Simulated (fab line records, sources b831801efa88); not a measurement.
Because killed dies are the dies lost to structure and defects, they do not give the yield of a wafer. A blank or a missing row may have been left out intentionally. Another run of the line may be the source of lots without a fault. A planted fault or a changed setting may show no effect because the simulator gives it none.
Commonality check across tools | flow gf180mcu | 33 wafers sampled across 11 lots

## WHY IT WAS OPENED
2 of 11 lots carry a flag on the reading V1_CVD_02_THK at GF_V1_THK_MEAS_03. Fault-free wafers read 847 nm, with a standard deviation of 9.1.
Rule: flag the lot when none of its wafers has a number, or when each of its wafers that has one lies beyond 4 standard deviations from that mean. The rest of the lots are taken to be sound.

lot  | measured     | on            | V1_CVD_02_THK (nm), wafer by wafer | flag
L447 | day 17 18:28 | film-metro-02 | 844 847 855                        |
L449 | day 18 11:00 | film-metro-01 | 933 944 942                        | FLAGGED
L451 | day 18 22:15 | film-metro-03 | 931 952 945                        | FLAGGED
L459 | day 22 02:36 | film-metro-03 | 831 856 852                        |
L461 | day 22 21:16 | film-metro-01 | 848 857 850                        |
L462 | day 23 04:38 | film-metro-02 | 846 851 858                        |
L463 | day 23 10:36 | film-metro-01 | 839 840 849                        |
L464 | day 23 23:47 | film-metro-03 | 830 833 851                        |
L465 | day 24 00:55 | film-metro-03 | 833 832 842                        |
L466 | day 24 09:16 | film-metro-03 | 830 837 856                        |
L468 | day 25 02:55 | film-metro-03 | 842 841 840                        |
Average over the flagged lots: 941 nm; offset from the usual +94 nm, equal to +10 standard deviations.

## WHICH TOOL RAN EACH LOT
The record holds 1 process step before the reading, out of a route of 602 steps. Cell contents, in order: the tool; ch with the chambers the sampled wafers went through; the start.
lot  | flag    | GF_V1_CVD_02
L447 |         | pecvd-01 ch 0,1,2, day 17 18:24
L449 | FLAGGED | pecvd-01 ch 0,1,2, day 18 10:55
L451 | FLAGGED | pecvd-01 ch 1,2, day 18 22:11
L459 |         | pecvd-01 ch 1,2, day 22 02:32
L461 |         | pecvd-03 ch 0,1,2, day 22 21:12
L462 |         | pecvd-02 ch 0,1,2, day 23 04:34
L463 |         | pecvd-01 ch 0,1, day 23 10:32
L464 |         | pecvd-01 ch 0,2, day 23 23:43
L465 |         | pecvd-03 ch 0,1, day 24 00:51
L466 |         | pecvd-01 ch 1,2, day 24 09:12
L468 |         | pecvd-01 ch 1,2, day 25 02:51
These steps, and what they do:
- GF_V1_CVD_02: deposits SiO2 from TEOS, target thk 850 nm, time 94.851 s.
- GF_V1_THK_MEAS_03

## FLAGGED OVER TOTAL, TOOL BY TOOL (the gauges that took the reading come last)
step              | tool          | lots run | flagged | share of the flagged lots | sound lots run after its first flagged lot
GF_V1_CVD_02      | pecvd-01      | 8        | 2       | all                       | 5 (L459,L463,L464,L466,L468)
GF_V1_CVD_02      | pecvd-02      | 1        | 0       | none                      | -
GF_V1_CVD_02      | pecvd-03      | 2        | 0       | none                      | -
GF_V1_THK_MEAS_03 | film-metro-01 | 3        | 1       | some                      | 2 (L461,L463)
GF_V1_THK_MEAS_03 | film-metro-02 | 2        | 0       | none                      | -
GF_V1_THK_MEAS_03 | film-metro-03 | 6        | 1       | some                      | 5 (L459,L464,L465,L466,L468)

## WHAT IS ALLOWED BY THE TABLE
1 row of the table ran every flagged lot: pecvd-01 at GF_V1_CVD_02.
- pecvd-01 at GF_V1_CVD_02 ran 8 lots, 2 of them flagged. After the first flagged lot (L459, L463, L464, L466, L468), sound lots still ran on it; a lasting fault on the whole tool would not permit that. Its own readings lie more than 4 standard deviations out on every wafer of the flagged lots: rf-fwd-power-W.
None of the table's rows ran every flagged lot and, after the first, no sound lot.

## WHAT THE SIMULATOR HAD PUT IN
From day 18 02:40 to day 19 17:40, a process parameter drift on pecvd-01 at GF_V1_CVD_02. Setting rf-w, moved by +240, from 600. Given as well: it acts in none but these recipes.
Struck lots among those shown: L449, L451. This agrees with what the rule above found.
